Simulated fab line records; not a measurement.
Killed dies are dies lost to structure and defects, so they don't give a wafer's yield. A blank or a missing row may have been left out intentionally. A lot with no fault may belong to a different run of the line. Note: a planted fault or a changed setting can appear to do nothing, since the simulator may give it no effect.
What tool caused it? + flow gf180mcu + Sampling: 11 lots, 33 wafers, 5 of 602 route steps

WHAT EACH GAUGE READ, for each wafer
GF_M3_OVL_MEAS_15.
| lot  | measured     | on         | M3_OVL (nm) |
|------|--------------|------------|-------------|
| L975 | day 21 13:53 | overlay-02 | 0 6 -1      |
| L980 | day 24 00:07 | overlay-01 | -9 -10 -11  |
| L981 | day 24 08:38 | overlay-02 | -6 -4 1     |
| L983 | day 25 01:58 | overlay-01 | -5 -12 -8   |
| L982 | day 25 02:26 | overlay-01 | -7 -2 -9    |
| L984 | day 25 06:26 | overlay-01 | 8 2 3       |
| L993 | day 27 16:08 | overlay-02 | -6 -4 -8    |
| L994 | day 28 08:29 | overlay-02 | -4 -3 -5    |
| L996 | day 28 11:23 | overlay-02 | -2 -2 -13   |
| L997 | day 29 01:11 | overlay-01 | -1 -1 -6    |
| L998 | day 29 06:59 | overlay-01 | 0 9 3       |

GF_V4_RS_MEAS_24: measures by four-point-probe.
| lot  | measured     | on            | V4_W_RS (ohm/sq)  |
|------|--------------|---------------|-------------------|
| L975 | day 24 17:58 | film_metro-01 | 0.325 0.329 0.331 |
| L980 | day 26 22:09 | film_metro-02 | 0.326 0.325 0.335 |
| L981 | day 27 05:46 | film_metro-01 | 0.237 0.331 0.335 |
| L983 | day 27 21:57 | film_metro-03 | 0.333 0.327 0.333 |
| L982 | day 27 23:29 | film_metro-01 | 0.237 0.325 0.238 |
| L984 | day 28 03:17 | film_metro-03 | 0.331 0.237 0.240 |
| L993 | day 30 08:55 | film_metro-03 | 0.328 0.328 0.329 |
| L994 | day 30 23:20 | film_metro-01 | 0.321 0.325 0.326 |
| L996 | day 31 01:42 | film_metro-03 | 0.326 0.325 0.326 |
| L997 | day 31 14:25 | film_metro-02 | 0.320 0.326 0.326 |
| L998 | day 31 20:25 | film_metro-02 | 0.332 0.329 0.327 |

GF_V4_THK_MEAS_25: measures by xrf.
| lot  | measured     | on            | V4_W_THK (nm) |
|------|--------------|---------------|---------------|
| L975 | day 24 18:05 | film_metro-01 | 360 353 353   |
| L980 | day 26 22:16 | film_metro-02 | 365 368 355   |
| L981 | day 27 05:53 | film_metro-01 | 498 353 348   |
| L983 | day 27 22:04 | film_metro-03 | 356 363 357   |
| L982 | day 27 23:37 | film_metro-01 | 499 360 493   |
| L984 | day 28 03:25 | film_metro-03 | 359 516 505   |
| L993 | day 30 09:02 | film_metro-03 | 356 360 359   |
| L994 | day 30 23:27 | film_metro-01 | 366 363 361   |
| L996 | day 31 01:49 | film_metro-03 | 366 366 365   |
| L997 | day 31 14:32 | film_metro-02 | 364 359 357   |
| L998 | day 31 20:32 | film_metro-02 | 354 356 358   |

TOOL THAT RAN EACH LOT (tool first, then ch and the chambers of the sampled wafers, then the start)
| lot  | GF_M4_SPUTTER_01             | GF_V4_CVD_23                  |
|------|------------------------------|-------------------------------|
| L975 | pvd_sputter-04, day 22 16:40 | cvd_w-02 ch 0,1, day 24 17:50 |
| L980 | pvd_sputter-04, day 25 01:01 | cvd_w-02 ch 0,1, day 26 22:02 |
| L981 | pvd_sputter-01, day 25 09:55 | cvd_w-02 ch 0,1, day 27 05:40 |
| L983 | pvd_sputter-04, day 26 02:17 | cvd_w-01 ch 0,1, day 27 21:50 |
| L982 | pvd_sputter-01, day 26 02:47 | cvd_w-02 ch 0,1, day 27 23:23 |
| L984 | pvd_sputter-01, day 26 07:04 | cvd_w-02 ch 0,1, day 28 03:11 |
| L993 | pvd_sputter-03, day 28 15:07 | cvd_w-01 ch 1, day 30 08:41   |
| L994 | pvd_sputter-03, day 29 07:04 | cvd_w-02 ch 0,1, day 30 23:13 |
| L996 | pvd_sputter-01, day 29 09:11 | cvd_w-01 ch 0,1, day 31 01:35 |
| L997 | pvd_sputter-04, day 29 23:13 | cvd_w-01 ch 0,1, day 31 14:17 |
| L998 | pvd_sputter-01, day 30 05:05 | cvd_w-02 ch 0,1, day 31 20:17 |
- GF_M4_SPUTTER_01: material TiN, target thk 30 nm, time 25 s.
- GF_V4_CVD_23: deposits W, target thk 350 nm, time 104.9 s.

AS READ BY THE TOOLS THEMSELVES (means over the sampled wafers that have a number; for cases with no such wafer, the mark the record gives instead)
GF_M4_SPUTTER_01.
| lot  | tool           | throttle_valve_pct (%) |
|------|----------------|------------------------|
| L975 | pvd_sputter-04 | 29.5                   |
| L980 | pvd_sputter-04 | 29.8                   |
| L981 | pvd_sputter-01 | 30.2                   |
| L983 | pvd_sputter-04 | 29.0                   |
| L982 | pvd_sputter-01 | 29.4                   |
| L984 | pvd_sputter-01 | 30.1                   |
| L993 | pvd_sputter-03 | 31.0                   |
| L994 | pvd_sputter-03 | 31.6                   |
| L996 | pvd_sputter-01 | 29.5                   |
| L997 | pvd_sputter-04 | 30.3                   |
| L998 | pvd_sputter-01 | 29.8                   |

GF_V4_CVD_23.
| lot  | tool     | heater_power_w (W) |
|------|----------|--------------------|
| L975 | cvd_w-02 | 885                |
| L980 | cvd_w-02 | 859                |
| L981 | cvd_w-02 | 887                |
| L983 | cvd_w-01 | 830                |
| L982 | cvd_w-02 | 865                |
| L984 | cvd_w-02 | 856                |
| L993 | cvd_w-01 | 803                |
| L994 | cvd_w-02 | 874                |
| L996 | cvd_w-01 | 880                |
| L997 | cvd_w-01 | 841                |
| L998 | cvd_w-02 | 856                |

THE ANSWER, worked out from the rows above alone
Rule: the usual values come from the lots themselves. The widest of any qualifying gaps counts: lots, ordered by their means at a reading, are off when they make up no more than a third of the lots, leave a main group of 4 or more, and stand apart from it by 3 or more times the standard deviation of that group's means. Not used: any main group whose means are identical at the precision the tables above print for the reading. A lot without any number at a reading at which 4 lots or more have one is off too. The other lots that the step has rows for count as sound. Order of review: gauges by route order, followed by the tools' own readings, for which a lot's mean as printed above is used. The first step at which some lot is off is used, and at that step the reading that is off furthest; a lot without a number counts as furthest.
Off: L981, L982, L984, at GF_V4_RS_MEAS_24 (V4_W_RS). Main group: mean 0.327 ohm/sq, sd 0.0024.
If a tool, at a process step before that reading, ran all the lots that are off and no sound lot after the first of them, it fits. The gauges at GF_V4_RS_MEAS_24 are tried like those tools. None of those tried fits.

WHAT THE SIMULATOR HAD PUT IN
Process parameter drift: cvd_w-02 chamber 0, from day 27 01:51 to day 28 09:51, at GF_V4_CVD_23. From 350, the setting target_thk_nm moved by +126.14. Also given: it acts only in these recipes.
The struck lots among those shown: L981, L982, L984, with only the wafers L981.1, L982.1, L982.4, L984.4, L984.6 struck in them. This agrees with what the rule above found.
